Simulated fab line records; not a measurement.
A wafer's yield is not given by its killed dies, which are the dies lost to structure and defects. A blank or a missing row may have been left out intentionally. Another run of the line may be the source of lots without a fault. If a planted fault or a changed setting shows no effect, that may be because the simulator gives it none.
Which tool was responsible? || flow gf180mcu || Sampling: 12 lots, 36 wafers, 6 of 602 route steps

## WHAT THE GAUGES SHOWED, per wafer
GF_NSD_OVL_MEAS_08. Usual: NSD_OVL 0.9 nm, standard deviation 1.5.
{"lot": "L779", "measured": "day 13 08:44", "on": "overlay-02", "NSD_OVL (nm)": "2.8 3.2 2.6", "flag": ""}
{"lot": "L780", "measured": "day 13 14:42", "on": "overlay-02", "NSD_OVL (nm)": "1.3 1.2 1.0", "flag": ""}
{"lot": "L781", "measured": "day 14 01:56", "on": "overlay-02", "NSD_OVL (nm)": "2.2 2.2 0.2", "flag": ""}
{"lot": "L782", "measured": "day 14 05:25", "on": "overlay-01", "NSD_OVL (nm)": "-0.1 -0.1 0.3", "flag": ""}
{"lot": "L783", "measured": "day 14 17:52", "on": "overlay-01", "NSD_OVL (nm)": "1.0 -0.4 -0.9", "flag": ""}
{"lot": "L784", "measured": "day 14 23:31", "on": "overlay-02", "NSD_OVL (nm)": "1.0 2.0 1.8", "flag": ""}
{"lot": "L785", "measured": "day 15 06:15", "on": "overlay-02", "NSD_OVL (nm)": "-0.4 2.4 1.3", "flag": ""}
{"lot": "L795", "measured": "day 18 21:56", "on": "overlay-01", "NSD_OVL (nm)": "-1.6 -1.8 -0.5", "flag": ""}
{"lot": "L796", "measured": "day 19 05:33", "on": "overlay-02", "NSD_OVL (nm)": "2.5 2.1 1.6", "flag": ""}
{"lot": "L798", "measured": "day 19 21:38", "on": "overlay-01", "NSD_OVL (nm)": "-1.1 -0.6 0.3", "flag": ""}
{"lot": "L801", "measured": "day 20 17:40", "on": "overlay-02", "NSD_OVL (nm)": "0.6 0.9 1.1", "flag": ""}
{"lot": "L802", "measured": "day 21 10:09", "on": "overlay-01", "NSD_OVL (nm)": "-2.1 -2.5 0.2", "flag": ""}

GF_SALICIDE_THK_MEAS_05: measures by xrf. Usual: SALICIDE_TIN_THK 19.9 nm, standard deviation 0.31.
{"lot": "L779", "measured": "day 15 03:38", "on": "film_metro-04", "SALICIDE_TIN_THK (nm)": "19.9 20.1 19.6", "flag": ""}
{"lot": "L780", "measured": "day 15 09:46", "on": "film_metro-03", "SALICIDE_TIN_THK (nm)": "19.9 20.0 19.7", "flag": ""}
{"lot": "L781", "measured": "day 15 21:35", "on": "film_metro-03", "SALICIDE_TIN_THK (nm)": "19.7 20.0 19.7", "flag": ""}
{"lot": "L782", "measured": "day 16 01:30", "on": "film_metro-01", "SALICIDE_TIN_THK (nm)": "20.3 20.7 20.6", "flag": ""}
{"lot": "L783", "measured": "day 16 14:17", "on": "film_metro-04", "SALICIDE_TIN_THK (nm)": "19.8 19.8 19.7", "flag": ""}
{"lot": "L784", "measured": "day 16 21:01", "on": "film_metro-04", "SALICIDE_TIN_THK (nm)": "19.5 19.6 19.4", "flag": ""}
{"lot": "L785", "measured": "day 17 03:53", "on": "film_metro-03", "SALICIDE_TIN_THK (nm)": "20.3 19.8 19.8", "flag": ""}
{"lot": "L795", "measured": "day 20 23:50", "on": "film_metro-03", "SALICIDE_TIN_THK (nm)": "19.6 19.8 20.0", "flag": ""}
{"lot": "L796", "measured": "day 21 07:29", "on": "film_metro-01", "SALICIDE_TIN_THK (nm)": "20.3 20.4 20.5", "flag": ""}
{"lot": "L798", "measured": "day 21 22:37", "on": "film_metro-03", "SALICIDE_TIN_THK (nm)": "19.8 20.0 19.9", "flag": ""}
{"lot": "L801", "measured": "day 22 19:04", "on": "film_metro-04", "SALICIDE_TIN_THK (nm)": "20.1 19.9 19.9", "flag": ""}
{"lot": "L802", "measured": "day 23 09:50", "on": "film_metro-03", "SALICIDE_TIN_THK (nm)": "19.7 19.9 19.7", "flag": ""}

GF_CONTACT_RS_MEAS_25: the measuring method here is four-point-probe. Usual: CONTACT_W_RS 0.385 ohm/sq, standard deviation 0.0046.
{"lot": "L779", "measured": "day 16 02:32", "on": "film_metro-03", "CONTACT_W_RS (ohm/sq)": "0.387 0.386 0.392", "flag": ""}
{"lot": "L780", "measured": "day 16 09:15", "on": "film_metro-03", "CONTACT_W_RS (ohm/sq)": "0.377 0.389 0.386", "flag": ""}
{"lot": "L781", "measured": "day 16 21:45", "on": "film_metro-03", "CONTACT_W_RS (ohm/sq)": "0.383 0.381 0.385", "flag": ""}
{"lot": "L782", "measured": "day 17 01:13", "on": "film_metro-02", "CONTACT_W_RS (ohm/sq)": "0.381 0.381 0.383", "flag": ""}
{"lot": "L783", "measured": "day 17 15:21", "on": "film_metro-03", "CONTACT_W_RS (ohm/sq)": "0.383 0.376 0.379", "flag": ""}
{"lot": "L784", "measured": "day 17 21:53", "on": "film_metro-03", "CONTACT_W_RS (ohm/sq)": "0.383 0.385 0.383", "flag": ""}
{"lot": "L785", "measured": "day 18 05:07", "on": "film_metro-01", "CONTACT_W_RS (ohm/sq)": "0.381 0.383 0.381", "flag": ""}
{"lot": "L795", "measured": "day 22 01:46", "on": "film_metro-01", "CONTACT_W_RS (ohm/sq)": "0.388 0.588 0.595", "flag": "OFF"}
{"lot": "L796", "measured": "day 22 09:01", "on": "film_metro-02", "CONTACT_W_RS (ohm/sq)": "0.388 0.612 0.389", "flag": "OFF"}
{"lot": "L798", "measured": "day 22 22:48", "on": "film_metro-03", "CONTACT_W_RS (ohm/sq)": "0.377 0.375 0.379", "flag": ""}
{"lot": "L801", "measured": "day 23 19:14", "on": "film_metro-01", "CONTACT_W_RS (ohm/sq)": "0.378 0.385 0.381", "flag": ""}
{"lot": "L802", "measured": "day 24 19:22", "on": "film_metro-01", "CONTACT_W_RS (ohm/sq)": "0.386 0.381 0.379", "flag": ""}

GF_CONTACT_THK_MEAS_26: measures by xrf. Usual: CONTACT_W_THK 296 nm, standard deviation 5.1.
{"lot": "L779", "measured": "day 16 02:40", "on": "film_metro-03", "CONTACT_W_THK (nm)": "291 291 287", "flag": ""}
{"lot": "L780", "measured": "day 16 09:22", "on": "film_metro-03", "CONTACT_W_THK (nm)": "299 290 292", "flag": ""}
{"lot": "L781", "measured": "day 16 21:52", "on": "film_metro-03", "CONTACT_W_THK (nm)": "295 296 294", "flag": ""}
{"lot": "L782", "measured": "day 17 01:19", "on": "film_metro-02", "CONTACT_W_THK (nm)": "295 296 295", "flag": ""}
{"lot": "L783", "measured": "day 17 15:28", "on": "film_metro-03", "CONTACT_W_THK (nm)": "295 299 297", "flag": ""}
{"lot": "L784", "measured": "day 17 21:59", "on": "film_metro-03", "CONTACT_W_THK (nm)": "296 295 296", "flag": ""}
{"lot": "L785", "measured": "day 18 05:13", "on": "film_metro-01", "CONTACT_W_THK (nm)": "305 302 304", "flag": ""}
{"lot": "L795", "measured": "day 22 01:53", "on": "film_metro-01", "CONTACT_W_THK (nm)": "298 199 195", "flag": "OFF"}
{"lot": "L796", "measured": "day 22 09:07", "on": "film_metro-02", "CONTACT_W_THK (nm)": "290 186 290", "flag": "OFF"}
{"lot": "L798", "measured": "day 22 22:55", "on": "film_metro-03", "CONTACT_W_THK (nm)": "296 298 296", "flag": ""}
{"lot": "L801", "measured": "day 23 19:20", "on": "film_metro-01", "CONTACT_W_THK (nm)": "305 300 300", "flag": ""}
{"lot": "L802", "measured": "day 24 19:29", "on": "film_metro-01", "CONTACT_W_THK (nm)": "300 305 305", "flag": ""}

## WHAT TOOL EACH LOT RAN ON (gives the tool, then ch and the chambers of the sampled wafers, and finally the start)
{"lot": "L779", "GF_SALICIDE_RTA_08": "rtp_anneal-01 ch 0, day 15 03:54", "GF_CONTACT_CVD_24": "cvd_w-01 ch 0,1, day 16 02:26"}
{"lot": "L780", "GF_SALICIDE_RTA_08": "rtp_anneal-02 ch 0, day 15 10:02", "GF_CONTACT_CVD_24": "cvd_w-01 ch 0,1, day 16 09:07"}
{"lot": "L781", "GF_SALICIDE_RTA_08": "rtp_anneal-02 ch 0, day 15 21:50", "GF_CONTACT_CVD_24": "cvd_w-02 ch 0,1, day 16 21:39"}
{"lot": "L782", "GF_SALICIDE_RTA_08": "rtp_anneal-02 ch 0, day 16 01:46", "GF_CONTACT_CVD_24": "cvd_w-01 ch 0, day 17 01:05"}
{"lot": "L783", "GF_SALICIDE_RTA_08": "rtp_anneal-01 ch 0, day 16 14:32", "GF_CONTACT_CVD_24": "cvd_w-02 ch 0,1, day 17 15:15"}
{"lot": "L784", "GF_SALICIDE_RTA_08": "rtp_anneal-01 ch 0, day 16 21:16", "GF_CONTACT_CVD_24": "cvd_w-02 ch 0,1, day 17 21:46"}
{"lot": "L785", "GF_SALICIDE_RTA_08": "rtp_anneal-01 ch 0, day 17 04:08", "GF_CONTACT_CVD_24": "cvd_w-02 ch 0, day 18 04:59"}
{"lot": "L795", "GF_SALICIDE_RTA_08": "rtp_anneal-02 ch 0, day 21 00:06", "GF_CONTACT_CVD_24": "cvd_w-02 ch 0,1, day 22 01:40"}
{"lot": "L796", "GF_SALICIDE_RTA_08": "rtp_anneal-01 ch 0, day 21 07:45", "GF_CONTACT_CVD_24": "cvd_w-02 ch 0,1, day 22 08:55"}
{"lot": "L798", "GF_SALICIDE_RTA_08": "rtp_anneal-02 ch 0, day 21 22:52", "GF_CONTACT_CVD_24": "cvd_w-01 ch 0,1, day 22 22:42"}
{"lot": "L801", "GF_SALICIDE_RTA_08": "rtp_anneal-02 ch 0, day 22 19:20", "GF_CONTACT_CVD_24": "cvd_w-01 ch 0,1, day 23 19:08"}
{"lot": "L802", "GF_SALICIDE_RTA_08": "rtp_anneal-02 ch 0, day 23 10:05", "GF_CONTACT_CVD_24": "cvd_w-01 ch 0,1, day 24 19:16"}
- GF_SALICIDE_RTA_08: time 30 s.
- GF_CONTACT_CVD_24: deposits W, target thk 300 nm, time 90.339 s.

## AS READ BY THE TOOLS THEMSELVES (means over the sampled wafers that have a number; for cases with no such wafer, the mark the record gives instead)
GF_SALICIDE_RTA_08. Usual: lamp_power_pct 18.2 %, standard deviation 0.66; wafer_temp_C_max 804.8, standard deviation 0.87.
{"lot": "L779", "tool": "rtp_anneal-01", "lamp_power_pct (%)": 17.3, "wafer_temp_C_max": 804.1, "flag": ""}
{"lot": "L780", "tool": "rtp_anneal-02", "lamp_power_pct (%)": 18.7, "wafer_temp_C_max": 805.9, "flag": ""}
{"lot": "L781", "tool": "rtp_anneal-02", "lamp_power_pct (%)": 18.7, "wafer_temp_C_max": 805.7, "flag": ""}
{"lot": "L782", "tool": "rtp_anneal-02", "lamp_power_pct (%)": 18.7, "wafer_temp_C_max": 804.8, "flag": ""}
{"lot": "L783", "tool": "rtp_anneal-01", "lamp_power_pct (%)": 17.3, "wafer_temp_C_max": 804.5, "flag": ""}
{"lot": "L784", "tool": "rtp_anneal-01", "lamp_power_pct (%)": 17.3, "wafer_temp_C_max": 804.2, "flag": ""}
{"lot": "L785", "tool": "rtp_anneal-01", "lamp_power_pct (%)": 17.3, "wafer_temp_C_max": 803.8, "flag": ""}
{"lot": "L795", "tool": "rtp_anneal-02", "lamp_power_pct (%)": 18.7, "wafer_temp_C_max": 805.8, "flag": ""}
{"lot": "L796", "tool": "rtp_anneal-01", "lamp_power_pct (%)": 17.3, "wafer_temp_C_max": 804.4, "flag": ""}
{"lot": "L798", "tool": "rtp_anneal-02", "lamp_power_pct (%)": 18.7, "wafer_temp_C_max": 804.3, "flag": ""}
{"lot": "L801", "tool": "rtp_anneal-02", "lamp_power_pct (%)": 18.7, "wafer_temp_C_max": 805.8, "flag": ""}
{"lot": "L802", "tool": "rtp_anneal-02", "lamp_power_pct (%)": 18.7, "wafer_temp_C_max": 804.7, "flag": ""}

GF_CONTACT_CVD_24. Usual: heater_power_w 843 W, standard deviation 66; susceptor_temp_C 400.01 C, standard deviation 0.21.
{"lot": "L779", "tool": "cvd_w-01", "heater_power_w (W)": 822, "susceptor_temp_C (C)": 400.31, "flag": ""}
{"lot": "L780", "tool": "cvd_w-01", "heater_power_w (W)": 894, "susceptor_temp_C (C)": 400.18, "flag": ""}
{"lot": "L781", "tool": "cvd_w-02", "heater_power_w (W)": 835, "susceptor_temp_C (C)": 400.03, "flag": ""}
{"lot": "L782", "tool": "cvd_w-01", "heater_power_w (W)": 751, "susceptor_temp_C (C)": 399.87, "flag": ""}
{"lot": "L783", "tool": "cvd_w-02", "heater_power_w (W)": 852, "susceptor_temp_C (C)": 400.14, "flag": ""}
{"lot": "L784", "tool": "cvd_w-02", "heater_power_w (W)": 841, "susceptor_temp_C (C)": 399.82, "flag": ""}
{"lot": "L785", "tool": "cvd_w-02", "heater_power_w (W)": 824, "susceptor_temp_C (C)": 399.98, "flag": ""}
{"lot": "L795", "tool": "cvd_w-02", "heater_power_w (W)": 780, "susceptor_temp_C (C)": 384.19, "flag": "OFF"}
{"lot": "L796", "tool": "cvd_w-02", "heater_power_w (W)": 804, "susceptor_temp_C (C)": 392.01, "flag": "OFF"}
{"lot": "L798", "tool": "cvd_w-01", "heater_power_w (W)": 813, "susceptor_temp_C (C)": 399.82, "flag": ""}
{"lot": "L801", "tool": "cvd_w-01", "heater_power_w (W)": 802, "susceptor_temp_C (C)": 399.96, "flag": ""}
{"lot": "L802", "tool": "cvd_w-01", "heater_power_w (W)": 872, "susceptor_temp_C (C)": 400.05, "flag": ""}

## THE ANSWER, worked out from the rows above alone
Rule: a lot is off if the mean of its wafers that have a number lies more than 3 standard deviations from the usual mean. A lot without any number at a reading at which 4 lots or more have one is off too. All remaining lots with rows at the step are treated as sound. First the gauges in route order, then the tools' own readings, where a lot's mean is used as printed above. At the first step where some lot is off, the reading lying furthest off is the one used; lots without a number count as furthest.
Off: at GF_CONTACT_RS_MEAS_25 (CONTACT_W_RS), L795, L796.
If a tool, at a process step before that reading, ran all the lots that are off and no sound lot after the first of them, it fits. The gauges at GF_CONTACT_RS_MEAS_25 aren't tried: what is off there is off at GF_CONTACT_CVD_24 too, on other tools, and a gauge's error can't cause that. One fits: cvd_w-02 at GF_CONTACT_CVD_24. A fault onset in the window from L785 (day 18 04:59, its last sound lot) to L795 (day 22 01:40, its first lot off) fits.
On the lots that are off, the tool's own readings at GF_CONTACT_CVD_24 differ by more than 5 times the standard deviation of the sound lots' means, which bears it out; susceptor_temp_C reads 388.10 C there versus 400.02 C on the sound lots.

## WHAT WAS PUT IN BY THE SIMULATOR
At GF_CONTACT_CVD_24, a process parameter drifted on cvd_w-02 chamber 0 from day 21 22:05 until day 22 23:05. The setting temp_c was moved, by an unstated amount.
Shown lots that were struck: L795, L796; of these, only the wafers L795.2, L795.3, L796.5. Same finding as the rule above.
